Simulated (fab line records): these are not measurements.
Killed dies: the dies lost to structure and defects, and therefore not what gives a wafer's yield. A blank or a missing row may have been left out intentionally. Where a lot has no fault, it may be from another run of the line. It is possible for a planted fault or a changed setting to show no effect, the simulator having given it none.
fab line records | flow sky130
record lots=11 | wafers=33 | last-day=50
route steps=708 shown PWDE@54 LDD_N@248 LI_CONTACT@378 LOCAL_INTERCONNECT@398
lots with no fault: from the same line, run without faults
start-h: hours from the record's first day to the start of the lot's first wafer shown | wait-h: time in hours since the lot's previous step | " as in the row above | L1.1+2: a row that stands for several wafers | - no value, or no start was given | * or withheld: withheld | < > ~ a bound
route shown NAME@n: a module of which the file shows steps, and the number in the route of the first | usual: average and standard deviation across the fault-free wafers | same: alike in all rows | chamber/n: place in a boat | sites: per-site readings | _std_site: the standard deviation of these | _edge_site: inner sites' mean taken away from outer sites' mean | radius-mm: how far each site lies from the wafer's centre | mask NAME#n: copy n | behind: the most recent tool/chamber to have shaped the wafer | hold: reason for holding the lot/hours on hold/outcome of the hold | device: whichever transistor did not switch (one of n, p or np) | end of line: the route-end tests of the same wafers | a step without rows: its recipe alone | killed: not the wafer's yield, but the dies lost to structure and defects at the first sort | map: shows each die of a wafer: x if killed, . if not, _ if none is there
set.NAME: the setting that was run; set.NAME@STEP: the one run at that earlier step | model.NAME: the simulator's own value behind a step, which no gauge read
the route's steps for a sample of lots (tables are steps, rows are wafers)
services: the hour from which a tool's chamber was out of use, counted from the record's first day as start-h (under 0 if before that day), plus the number of hours and why
## steps
# step SKY_PWDE_STRIP_09
# recipe chemistry=O2/N2 | power-w=1400 | pressure-mtorr=1500 | platen-temp-c=withheld | o2-flow-sccm=3000 | n2-flow-sccm=300 | overash-fraction=0.5
# usual drypump-motor-current-A=5.8/0.53 | oes-product-au=0.722/0.0047 | strip-time-to-endpoint-s=36.93/0.11
lot.wafer | tool            | chamber | start-h | wait-h | drypump-motor-current-A | oes-product-au | rf-hours-counter-h | strip-time-to-endpoint-s
L998.3    | plasma-asher-03 | 0       | 67.28   | 0.1    | 6.0                     | 0.731          | -                  | 36.86
L998.5    | "               | 1       | "       | "      | 5.9                     | 0.720          | -                  | 37.01
L998.6    | "               | 0       | "       | "      | 6.0                     | 0.720          | -                  | 37.03
L101.1    | plasma-asher-02 | 1       | 83.87   | 0.1    | 6.5                     | 0.718          | 41                 | 36.90
L101.2    | "               | 0       | "       | "      | 5.2                     | 0.724          | 41                 | 36.92
L101.4    | "               | 0       | "       | "      | 5.2                     | 0.724          | -                  | 36.94
L102.4    | plasma-asher-02 | 1       | 92.08   | 0.1    | 6.5                     | 0.721          | -                  | 36.99
L102.5    | "               | 1       | "       | "      | 6.5                     | 0.729          | -                  | 36.91
L102.6    | "               | 0       | "       | "      | 5.2                     | 0.716          | -                  | 36.96
L103.1    | plasma-asher-02 | 0       | 93.82   | 0.1    | 5.3                     | 0.727          | 42                 | 37.04
L103.2    | "               | 1       | "       | "      | 6.5                     | 0.727          | 42                 | 37.17
L103.6    | "               | 0       | "       | "      | 5.2                     | 0.720          | -                  | 36.99
L106.1    | plasma-asher-04 | 1       | 110.65  | 0.1    | 5.6                     | 0.722          | 44                 | 36.89
L106.2    | "               | 0       | "       | "      | 5.0                     | 0.726          | 44                 | 36.89
L106.4    | "               | 1       | "       | "      | 5.6                     | 0.730          | -                  | 36.85
L108.1    | plasma-asher-03 | 0       | 131.27  | 0.1    | 6.0                     | 0.727          | 31                 | 36.95
L108.2    | "               | 1       | "       | "      | 5.9                     | 0.719          | 31                 | 36.98
L108.3    | "               | 0       | "       | "      | 6.0                     | 0.726          | -                  | 37.06
L112.3    | plasma-asher-03 | 0       | 145.73  | 0.1    | 6.0                     | 0.724          | -                  | 36.80
L112.4    | "               | 1       | "       | "      | 5.9                     | 0.727          | -                  | 36.86
L112.6    | "               | 0       | "       | "      | 6.0                     | 0.727          | -                  | 36.74
L113.2    | plasma-asher-03 | 0       | 151.97  | 0.1    | 6.0                     | 0.726          | 33                 | 36.76
L113.4    | "               | 1       | "       | "      | 5.9                     | 0.720          | -                  | 36.86
L113.5    | "               | 1       | "       | "      | 5.9                     | 0.718          | -                  | 36.68
L115.1    | plasma-asher-02 | 1       | 164.22  | 0.1    | 6.5                     | 0.720          | 49                 | 36.77
L115.3    | "               | 0       | "       | "      | 5.3                     | 0.725          | -                  | 36.71
L115.6    | "               | 1       | "       | "      | 6.5                     | 0.724          | -                  | 36.83
L117.2    | plasma-asher-02 | 0       | 174.82  | 0.1    | 5.2                     | 0.724          | 51                 | 36.84
L117.5    | "               | 1       | "       | "      | 6.5                     | 0.721          | -                  | 36.90
L117.6    | "               | 0       | "       | "      | 5.2                     | 0.723          | -                  | 36.96
L121.2    | plasma-asher-03 | 0       | 198.82  | 0.1    | 6.0                     | 0.727          | 36                 | 36.89
L121.3    | "               | 0       | "       | "      | 6.0                     | 0.717          | -                  | 36.88
L121.4    | "               | 1       | "       | "      | 5.9                     | 0.718          | -                  | 36.89
# step SKY_LDD_N_IMPLANT_11
# recipe species=As | energy-kev=20 | dose-cm2=7.5e+13 | tilt-deg=withheld | rotation-deg=293
# usual beam-energy-keV=20.001/0.0054 | beam-on-s=9.97/0.19 | dose-ions-cm2=7.499e+13/7.9e+10 | faraday-current-uA=424/7.8
lot.wafer | tool         | chamber | start-h | wait-h | beam-energy-keV | beam-on-s | dose-ions-cm2 | faraday-current-uA
L998.3    | implanter-02 | 0       | 387.14  | 0.1    | 20.001          | 9.83      | 7.493e+13     | 430
L998.5    | "            | 0       | "       | "      | 20.000          | 9.98      | 7.496e+13     | 421
L998.6    | "            | 0       | "       | "      | 20.007          | 10.21     | 7.496e+13     | 415
L101.1    | implanter-04 | 0       | 423.07  | 0.1    | 20.005          | 9.78      | 7.484e+13     | 433
L101.2    | "            | 0       | "       | "      | 19.995          | 9.90      | 7.488e+13     | 428
L101.4    | "            | 0       | "       | "      | 20.001          | 10.09     | 7.483e+13     | 422
L102.4    | implanter-04 | 0       | 434.09  | 0.1    | 20.002          | 10.10     | 7.493e+13     | 419
L102.5    | "            | 0       | "       | "      | 20.007          | 9.72      | 7.502e+13     | 432
L102.6    | "            | 0       | "       | "      | 20.012          | 9.95      | 7.488e+13     | 426
L103.1    | implanter-04 | 0       | 437.21  | 0.1    | 20.000          | 9.70      | 7.495e+13     | 435
L103.2    | "            | 0       | "       | "      | 20.003          | 10.15     | 7.498e+13     | 416
L103.6    | "            | 0       | "       | "      | 20.003          | 9.99      | 7.496e+13     | 423
L106.1    | implanter-02 | 0       | 466.64  | 0.1    | 19.998          | 9.76      | 7.489e+13     | 432
L106.2    | "            | 0       | "       | "      | 19.999          | 9.99      | 7.499e+13     | 424
L106.4    | "            | 0       | "       | "      | 19.998          | 10.06     | 7.504e+13     | 423
L108.1    | implanter-04 | 0       | 503.79  | 0.1    | 20.002          | 9.95      | 7.508e+13     | 423
L108.2    | "            | 0       | "       | "      | 20.011          | 10.04     | 7.507e+13     | 422
L108.3    | "            | 0       | "       | "      | 20.003          | 9.87      | 7.513e+13     | 429
L112.3    | implanter-04 | 0       | 524.61  | 0.1    | 20.005          | 13.67     | 1.1646e+14    | 479
L112.4    | "            | 0       | "       | "      | 20.000          | 13.65     | 1.1659e+14    | 478
L112.6    | "            | 0       | "       | "      | 20.001          | 13.57     | 1.1645e+14    | 484
L113.2    | implanter-04 | 0       | 529.83  | 0.1    | 19.998          | 13.91     | 1.1644e+14    | 472
L113.4    | "            | 0       | "       | "      | 20.010          | 13.79     | 1.1653e+14    | 479
L113.5    | "            | 0       | "       | "      | 20.000          | 13.72     | 1.1654e+14    | 477
L115.1    | implanter-02 | 0       | 544.97  | 0.1    | 20.002          | 10.06     | 7.502e+13     | 420
L115.3    | "            | 0       | "       | "      | 20.001          | 10.07     | 7.494e+13     | 421
L115.6    | "            | 0       | "       | "      | 19.998          | 9.85      | 7.507e+13     | 430
L117.2    | implanter-02 | 0       | 567.72  | 0.1    | 19.998          | 9.95      | 7.501e+13     | 425
L117.5    | "            | 0       | "       | "      | 20.006          | 9.74      | 7.505e+13     | 435
L117.6    | "            | 0       | "       | "      | 20.004          | 10.10     | 7.505e+13     | 417
L121.2    | implanter-02 | 0       | 592.93  | 0.1    | 19.993          | 10.10     | 7.506e+13     | 418
L121.3    | "            | 0       | "       | "      | 19.996          | 9.99      | 7.496e+13     | 422
L121.4    | "            | 0       | "       | "      | 19.996          | 9.92      | 7.501e+13     | 427
# step SKY_LDD_N_STRIP_16
# recipe chemistry=O2/N2 | power-w=1400 | pressure-mtorr=1500 | platen-temp-c=withheld | o2-flow-sccm=3000 | n2-flow-sccm=300 | overash-fraction=0.5
# usual drypump-motor-current-A=5.6/0.47 | oes-product-au=0.406/0.0044 | strip-time-to-endpoint-s=4.315/0.017
lot.wafer | tool            | chamber | start-h | wait-h | drypump-motor-current-A | oes-product-au | rf-hours-counter-h | strip-time-to-endpoint-s
L998.3    | plasma-asher-02 | 1       | 387.88  | 0.1    | 6.5                     | 0.410          | -                  | 4.330
L998.5    | "               | 0       | "       | "      | 5.2                     | 0.410          | -                  | 4.313
L998.6    | "               | 1       | "       | "      | 6.5                     | 0.407          | -                  | 4.321
L101.1    | plasma-asher-02 | 0       | 423.82  | 0.1    | 5.2                     | 0.413          | 76                 | 4.333
L101.2    | "               | 1       | "       | "      | 6.5                     | 0.395          | 76                 | 4.326
L101.4    | "               | 1       | "       | "      | 6.5                     | 0.404          | -                  | 4.319
L102.4    | plasma-asher-01 | 0       | 434.80  | 0.1    | 5.6                     | 0.402          | -                  | 4.341
L102.5    | "               | 1       | "       | "      | 5.4                     | 0.410          | -                  | 4.302
L102.6    | "               | 0       | "       | "      | 5.6                     | 0.407          | -                  | 4.337
L103.1    | plasma-asher-04 | 1       | 437.96  | 0.1    | 5.6                     | 0.407          | 1                  | 4.331
L103.2    | "               | 0       | "       | "      | 5.0                     | 0.408          | 1                  | 4.333
L103.6    | "               | 1       | "       | "      | 5.6                     | 0.405          | -                  | 4.328
L106.1    | plasma-asher-01 | 1       | 467.39  | 0.1    | 5.4                     | 0.402          | 34                 | 4.335
L106.2    | "               | 0       | "       | "      | 5.7                     | 0.412          | 34                 | 4.346
L106.4    | "               | 1       | "       | "      | 5.4                     | 0.413          | -                  | 4.323
L108.1    | plasma-asher-02 | 1       | 504.54  | 0.1    | 6.5                     | 0.407          | 84                 | 4.310
L108.2    | "               | 0       | "       | "      | 5.2                     | 0.403          | 84                 | 4.304
L108.3    | "               | 0       | "       | "      | 5.2                     | 0.400          | -                  | 4.327
L112.3    | plasma-asher-02 | 0       | 525.34  | 0.1    | 5.2                     | 0.405          | -                  | 4.438
L112.4    | "               | 1       | "       | "      | 6.5                     | 0.405          | -                  | 4.442
L112.6    | "               | 0       | "       | "      | 5.2                     | 0.407          | -                  | 4.416
L113.2    | plasma-asher-04 | 0       | 530.56  | 0.1    | 5.0                     | 0.411          | 10                 | 4.443
L113.4    | "               | 1       | "       | "      | 5.6                     | 0.409          | -                  | 4.435
L113.5    | "               | 0       | "       | "      | 5.0                     | 0.403          | -                  | 4.449
L115.1    | plasma-asher-02 | 0       | 545.72  | 0.1    | 5.2                     | 0.405          | 89                 | 4.294
L115.3    | "               | 0       | "       | "      | 5.2                     | 0.391          | -                  | 4.303
L115.6    | "               | 0       | "       | "      | 5.2                     | 0.411          | -                  | 4.298
L117.2    | plasma-asher-01 | 1       | 568.44  | 0.1    | 5.4                     | 0.406          | 43                 | 4.315
L117.5    | "               | 0       | "       | "      | 5.7                     | 0.407          | -                  | 4.333
L117.6    | "               | 1       | "       | "      | 5.4                     | 0.410          | -                  | 4.337
L121.2    | plasma-asher-02 | 1       | 593.66  | 0.1    | 6.5                     | 0.403          | 94                 | 4.309
L121.3    | "               | 1       | "       | "      | 6.5                     | 0.411          | -                  | 4.321
L121.4    | "               | 0       | "       | "      | 5.2                     | 0.406          | -                  | 4.300
# step SKY_LDD_N_TW_MEAS_17
# usual LDD_N_TW=2583/11
lot.wafer | tool          | chamber | start-h | wait-h | LDD_N_TW
L998.3    | film-metro-03 | -       | 387.96  | 0.1    | 2574
L998.5    | "             | -       | "       | "      | 2584
L998.6    | "             | -       | "       | "      | 2593
L101.1    | film-metro-02 | -       | 423.92  | 0.1    | 2569
L101.2    | "             | -       | "       | "      | 2580
L101.4    | "             | -       | "       | "      | 2575
L102.4    | film-metro-02 | -       | 434.90  | 0.1    | 2566
L102.5    | "             | -       | "       | "      | 2567
L102.6    | "             | -       | "       | "      | 2565
L103.1    | film-metro-03 | -       | 438.06  | 0.1    | 2583
L103.2    | "             | -       | "       | "      | 2591
L103.6    | "             | -       | "       | "      | 2590
L106.1    | film-metro-03 | -       | 467.49  | 0.1    | 2610
L106.2    | "             | -       | "       | "      | 2610
L106.4    | "             | -       | "       | "      | 2599
L108.1    | film-metro-02 | -       | 504.64  | 0.1    | 2562
L108.2    | "             | -       | "       | "      | 2581
L108.3    | "             | -       | "       | "      | 2575
L112.3    | film-metro-02 | -       | 525.43  | 0.1    | 2631
L112.4    | "             | -       | "       | "      | 2617
L112.6    | "             | -       | "       | "      | 2641
L113.2    | film-metro-03 | -       | 530.67  | 0.1    | 2652
L113.4    | "             | -       | "       | "      | 2652
L113.5    | "             | -       | "       | "      | 2660
L115.1    | film-metro-03 | -       | 545.82  | 0.1    | 2584
L115.3    | "             | -       | "       | "      | 2583
L115.6    | "             | -       | "       | "      | 2589
L117.2    | film-metro-01 | -       | 568.55  | 0.1    | 2569
L117.5    | "             | -       | "       | "      | 2567
L117.6    | "             | -       | "       | "      | 2564
L121.2    | film-metro-01 | -       | 593.77  | 0.1    | 2586
L121.3    | "             | -       | "       | "      | 2591
L121.4    | "             | -       | "       | "      | 2577
# step SKY_LI_CONTACT_STRIP_16
# recipe chemistry=O2/N2 | power-w=1400 | pressure-mtorr=1500 | platen-temp-c=withheld | o2-flow-sccm=3000 | n2-flow-sccm=300 | overash-fraction=0.5
# usual drypump-motor-current-A=5.7/0.49 | oes-product-au=0.376/0.0048 | strip-time-to-endpoint-s=3.51/0.031
lot.wafer | tool            | chamber | start-h | wait-h | drypump-motor-current-A | oes-product-au | rf-hours-counter-h | strip-time-to-endpoint-s
L998.3    | plasma-asher-03 | 0       | 659.88  | -      | 6.0                     | 0.381          | -                  | 3.52
L998.5    | "               | 1       | "       | "      | 5.9                     | 0.383          | -                  | 3.45
L998.6    | "               | 0       | "       | "      | 6.0                     | 0.376          | -                  | 3.53
L101.1    | plasma-asher-04 | 0       | 692.85  | -      | 5.0                     | 0.370          | 27                 | 3.54
L101.2    | "               | 1       | "       | "      | 5.6                     | 0.375          | 27                 | 3.50
L101.4    | "               | 0       | "       | "      | 5.0                     | 0.379          | -                  | 3.46
L102.4    | plasma-asher-02 | 0       | 721.98  | -      | 5.2                     | 0.377          | -                  | 3.46
L102.5    | "               | 0       | "       | "      | 5.2                     | 0.380          | -                  | 3.48
L102.6    | "               | 1       | "       | "      | 6.5                     | 0.372          | -                  | 3.47
L103.1    | plasma-asher-04 | 0       | 724.40  | -      | 5.0                     | 0.378          | 31                 | 3.50
L103.2    | "               | 1       | "       | "      | 5.6                     | 0.375          | 31                 | 3.49
L103.6    | "               | 1       | "       | "      | 5.6                     | 0.384          | -                  | 3.51
L106.1    | plasma-asher-02 | 0       | 732.00  | -      | 5.2                     | 0.374          | 108                | 3.55
L106.2    | "               | 1       | "       | "      | 6.5                     | 0.390          | 108                | 3.55
L106.4    | "               | 1       | "       | "      | 6.5                     | 0.379          | -                  | 3.50
L108.1    | plasma-asher-04 | 1       | 763.75  | -      | 5.6                     | 0.369          | 36                 | 3.49
L108.2    | "               | 0       | "       | "      | 5.0                     | 0.384          | 36                 | 3.54
L108.3    | "               | 1       | "       | "      | 5.6                     | 0.372          | -                  | 3.49
L112.3    | plasma-asher-04 | 1       | 780.93  | -      | 5.6                     | 0.383          | -                  | 3.53
L112.4    | "               | 0       | "       | "      | 5.0                     | 0.378          | -                  | 3.55
L112.6    | "               | 0       | "       | "      | 5.0                     | 0.380          | -                  | 3.54
L113.2    | plasma-asher-02 | 1       | 787.04  | -      | 6.5                     | 0.385          | 4                  | 3.54
L113.4    | "               | 1       | "       | "      | 6.5                     | 0.373          | -                  | 3.55
L113.5    | "               | 1       | "       | "      | 6.5                     | 0.377          | -                  | 3.55
L115.1    | plasma-asher-04 | 0       | 797.60  | -      | 5.0                     | 0.373          | 39                 | 3.50
L115.3    | "               | 0       | "       | "      | 5.0                     | 0.374          | -                  | 3.55
L115.6    | "               | 1       | "       | "      | 5.6                     | 0.365          | -                  | 3.52
L117.2    | plasma-asher-03 | 0       | 819.74  | -      | 6.0                     | 0.374          | 96                 | 3.49
L117.5    | "               | 0       | "       | "      | 6.0                     | 0.380          | -                  | 3.48
L117.6    | "               | 1       | "       | "      | 5.9                     | 0.376          | -                  | 3.53
L121.2    | plasma-asher-02 | 1       | 845.55  | -      | 6.5                     | 0.378          | 10                 | 3.49
L121.3    | "               | 1       | "       | "      | 6.5                     | 0.375          | -                  | 3.56
L121.4    | "               | 0       | "       | "      | 5.2                     | 0.372          | -                  | 3.49
# step SKY_LOCAL_INTERCONNECT_CD_MEAS_11
# recipe target-cd-nm=170
# usual cd-nm=170.1/1.3
lot.wafer | tool      | chamber | start-h | wait-h | cd-nm
L998.3    | cd-sem-01 | -       | 688.96  | -      | 169.1
L998.5    | "         | -       | "       | "      | 168.6
L998.6    | "         | -       | "       | "      | 169.9
L101.1    | cd-sem-02 | -       | 720.97  | -      | 170.2
L101.2    | "         | -       | "       | "      | 171.4
L101.4    | "         | -       | "       | "      | 170.5
L102.4    | cd-sem-02 | -       | 749.13  | -      | 171.4
L102.5    | "         | -       | "       | "      | 170.8
L102.6    | "         | -       | "       | "      | 170.0
L103.1    | cd-sem-02 | -       | 752.07  | -      | 169.7
L103.2    | "         | -       | "       | "      | 169.7
L103.6    | "         | -       | "       | "      | 169.9
L106.1    | cd-sem-02 | -       | 759.37  | -      | 170.1
L106.2    | "         | -       | "       | "      | 170.0
L106.4    | "         | -       | "       | "      | 170.3
L108.1    | cd-sem-02 | -       | 791.67  | -      | 172.6
L108.2    | "         | -       | "       | "      | 172.7
L108.3    | "         | -       | "       | "      | 171.8
L112.3    | cd-sem-01 | -       | 808.71  | -      | 168.8
L112.4    | "         | -       | "       | "      | 169.8
L112.6    | "         | -       | "       | "      | 168.6
L113.2    | cd-sem-01 | -       | 814.24  | -      | 170.5
L113.4    | "         | -       | "       | "      | 171.1
L113.5    | "         | -       | "       | "      | 169.4
L115.1    | cd-sem-02 | -       | 825.72  | -      | 170.8
L115.3    | "         | -       | "       | "      | 170.4
L115.6    | "         | -       | "       | "      | 170.4
L117.2    | cd-sem-01 | -       | 847.79  | -      | 168.3
L117.5    | "         | -       | "       | "      | 167.5
L117.6    | "         | -       | "       | "      | 169.4
L121.2    | cd-sem-01 | -       | 874.19  | -      | 168.0
L121.3    | "         | -       | "       | "      | 170.3
L121.4    | "         | -       | "       | "      | 169.2
## services
tool            | chamber | start-h | hours | kind
plasma-asher-04 | -       | 52.65   | 0.7   | repair
implanter-04    | -       | 72.73   | 2.7   | repair
plasma-asher-03 | -       | 96.32   | 1.0   | repair
plasma-asher-02 | -       | 108.02  | 2.8   | pm
implanter-04    | -       | 114.75  | 7.8   | repair
plasma-asher-04 | -       | 132.39  | 3.3   | repair
plasma-asher-03 | -       | 166.29  | 1.3   | repair
plasma-asher-03 | -       | 182.95  | 15.6  | pm
implanter-04    | -       | 206.48  | 4.5   | repair
plasma-asher-04 | -       | 215.15  | 2.1   | repair
plasma-asher-04 | -       | 257.71  | 4.8   | repair
implanter-04    | -       | 300.87  | 3.6   | pm
implanter-04    | -       | 324.67  | 3.0   | repair
plasma-asher-04 | -       | 421.25  | 9.0   | pm
plasma-asher-04 | -       | 425.27  | 5.1   | repair
plasma-asher-03 | -       | 436.00  | 11.1  | pm
plasma-asher-04 | -       | 505.99  | 5.8   | repair
plasma-asher-03 | -       | 534.75  | 1.3   | repair
plasma-asher-02 | -       | 654.79  | 5.7   | repair
plasma-asher-03 | -       | 686.08  | 12.7  | repair
plasma-asher-02 | -       | 733.75  | 9.0   | pm
plasma-asher-02 | -       | 737.95  | 3.9   | repair
plasma-asher-02 | -       | 741.57  | 0.5   | repair
plasma-asher-02 | -       | 833.90  | 2.6   | repair
## key
first-sign step=SKY_LDD_N_IMPLANT_11 | reading=dose-ions-cm2 | direction=up | sigmas=99+ | usual=* | struck=*
effect step=SKY_LDD_N_IMPLANT_11 | reading=beam-on-s | direction=up | sigmas=20 | usual=9.97 | struck=13.72
effect step=SKY_LDD_N_STRIP_16 | reading=strip-time-to-endpoint-s | direction=up | sigmas=7.3 | usual=* | struck=*
effect step=SKY_LDD_N_TW_MEAS_17 | reading=LDD_N_TW | direction=up | sigmas=5.3 | usual=2583 | struck=2642
met-at SKY_LDD_N_IMPLANT_11
struck-lots L112,L113
tester-left-out L112,L113
not-acting-at SKY_PWDE_STRIP_09,SKY_LI_CONTACT_STRIP_16,SKY_LOCAL_INTERCONNECT_CD_MEAS_11
onset-between 503.79 524.61
fault kind=process-parameter-drift | tool=implanter-04 | chamber=- | onset-h=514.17 | steps=SKY_LDD_N_IMPLANT_11 | channel=dose-cm2 | offset=* | shape=step | end-h=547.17 | acts-in=* | stated=*
# tester-left-out: of these lots the tester's yield and bins aren't shown, on N5 and GAA mostly nor the transistor test; their killed dies are dies lost to structure and defects alone, not to doping, threshold or leakage, so they don't give the yield
